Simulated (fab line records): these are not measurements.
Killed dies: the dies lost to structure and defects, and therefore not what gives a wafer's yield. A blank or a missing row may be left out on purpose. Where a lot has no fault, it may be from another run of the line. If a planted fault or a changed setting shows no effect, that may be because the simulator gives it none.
A struck lot beside a sound one + flow sky130 + 36 steps out of a route of 708
Sound: wafers L624.2, L624.5, L624.6. Struck: wafers L623.2, L623.3, L623.6. Last of all comes the cause.
Per side, at each step with rows, come the tool, then ch with its chambers, and then its first start. Under that, the readings that differ: sound wafers + struck wafers + difference of the means + sigmas: that difference in standard deviations of wafers without a fault.
alike: words and numbers the same on both sides, and readings whose means are apart by under 2 such deviations; not compared: readings that were withheld, readings missing a value for some wafer, numbers with overlapping values and no deviation given by the record, and bounds like >300 which may hide the same value.
A row with sigmas, a row that says differs or no value, or rows on one side alone: a step with any of these is where the two part. Numbers that don't overlap but have no deviation are shown without sigmas and don't part them. Lack of a reading on every wafer of one side parts them only where that side has two or more wafers.

first, 9 steps without rows for these wafers: SKY_METAL1_DEHYDRATE_07 (time 60 s); SKY_METAL1_HMDS_08 (prime time 60 s); SKY_METAL1_COAT_09 (resist thk 60 nm); SKY_METAL1_COAT_10 (resist thk 450 nm); SKY_METAL1_SOFTBAKE_11 (time 90 s); SKY_METAL1_EXPOSE_12 (exposes mask MM1, target cd 140 nm); SKY_METAL1_PEB_13; SKY_METAL1_DEVELOP_14 (develop time 60 s); SKY_METAL1_DESCUM_17 (chemistry O2, time 8 s).
SKY_METAL1_ETCH_18: etches BARC in N2/H2, stops on SiO2, time 45.9 s, target depth 60 nm.
  sound on rie metal-02 ch 0,1, day 39 15:45; struck on rie metal-01 ch 0, day 39 13:39
  alike: drypump motor current A, n2 flow sccm, oes product au, throttle valve pct
  not compared: rf hours counter h, model.KrF-thick_of_METAL1_COAT_10.thk nm
then, 23 steps without rows for these wafers: SKY_METAL1_METAL_ETCH_19 (etches the open film in Cl2/BCl3, stops on SiO2, target depth 360 nm, time 76.42 s); SKY_METAL1_STRIP_20 (strips in O2/N2); SKY_METAL1_STRIP_21 (strips in post etch residue remover, time 1200 s); SKY_METAL1_CLEAN_22 (cleans in IPA, time 180 s); SKY_METAL1_CLEAN_23 (cleans in O3/DIW); SKY_VIA1_HDPCVD_00 (deposits SiO2, target thk 1030 nm, time 171.7 s); SKY_VIA1_CMP_02 (polishes SiO2); SKY_VIA1_DEHYDRATE_04 (time 60 s); SKY_VIA1_HMDS_05 (prime time 60 s); SKY_VIA1_COAT_06 (resist thk 60 nm); SKY_VIA1_COAT_07 (resist thk 450 nm); SKY_VIA1_SOFTBAKE_08 (time 90 s); SKY_VIA1_EXPOSE_09 (exposes mask VIM, target cd 150 nm); SKY_VIA1_PEB_10; SKY_VIA1_DEVELOP_11 (develop time 60 s); SKY_VIA1_ETCH_14 (etches BARC in N2/H2, stops on SiO2, time 45.9 s, target depth 60 nm); SKY_VIA1_ETCH_15 (etches SiO2 in C4F8/O2/Ar, stops on TiN, target depth 351 nm, time 54 s); SKY_VIA1_STRIP_16 (strips in O2/N2); SKY_VIA1_STRIP_17 (strips in post etch residue remover, time 1200 s); SKY_VIA1_CLEAN_18 (cleans in IPA, time 180 s); SKY_VIA1_CLEAN_19 (cleans in O3/DIW); SKY_VIA1_SPUTTER_20 (material TiN, target thk 20 nm, time 80 s); SKY_VIA1_CVD_21 (deposits W, target thk 270 nm, time 80.902 s).
-- the record jumps here: 2 days lie between the struck wafers' starts before and after (it left off in module VIA1 and takes up again in module METAL2, whose first step shown is number 500 of the route) --
SKY_METAL2_DESCUM_17: chemistry O2, time 8 s.
  sound on rie metal-02 ch 0,1, day 41 19:16; struck on rie metal-01 ch 0, day 41 17:58
| reading                     | sound             | struck            | difference | sigmas |
|-----------------------------|-------------------|-------------------|------------|--------|
| drypump motor current A (A) | 5.66 5.65 5.45    | 5.11 5.12 5.12    | -0.47      | -2     |
| model.METAL2.cd nm (nm)     | 140.2 140.7 142.1 | 139.3 138.2 137.6 | -2.6       |        |
  alike: oes product au
  not compared: rf hours counter h
SKY_METAL2_METAL_ETCH_19: etches the open film in Cl2/BCl3, stops on SiO2, target depth 360 nm, time 78 s.
  sound on rie metal-02 ch 0,1, day 41 19:22; struck on rie metal-01 ch 0, day 41 18:10
| reading                     | sound          | struck         | difference | sigmas |
|-----------------------------|----------------|----------------|------------|--------|
| drypump motor current A (A) | 5.70 5.71 5.45 | 5.13 5.12 5.11 | -0.50      | -2     |
  alike: oes product au, throttle valve pct
  not compared: rf hours counter h, model.METAL2.cd nm
-- the record jumps here: 9 days lie between the struck wafers' starts before and after (it left off in module METAL2 and takes up again in module PAD_OPEN, whose first step shown is number 708 of the route) --
SKY_PAD_OPEN_PROBE_99:
  sound on prober-02 at day 50 19:41; struck on prober-02 at day 50 17:38
| reading                        | sound             | struck          | difference | sigmas |
|--------------------------------|-------------------|-----------------|------------|--------|
| model.etest.met2.width nm (nm) | 140.2 139.3 144.2 | 139.2 137 138.4 | -3.0       |        |
  alike: defect limited yield, killed_at_M0_to_M3, killed_at_M4_up, killed at contacts, killed at front end, killed at other, killed dies, killed open, killed short, sort_bin_3_pad_short, sort_bin_5_function, sort_bin_6_memory, sort n pass, sort yield pct
  not compared: model.etest.met2.line ohm um

WHERE THEY PART
At SKY_METAL2_DESCUM_17 first; at SKY_METAL2_METAL_ETCH_19 last (within this record only). Later steps at which nothing parts them and some readings are alike: SKY_PAD_OPEN_PROBE_99.

WHY: the cause the simulator had injected
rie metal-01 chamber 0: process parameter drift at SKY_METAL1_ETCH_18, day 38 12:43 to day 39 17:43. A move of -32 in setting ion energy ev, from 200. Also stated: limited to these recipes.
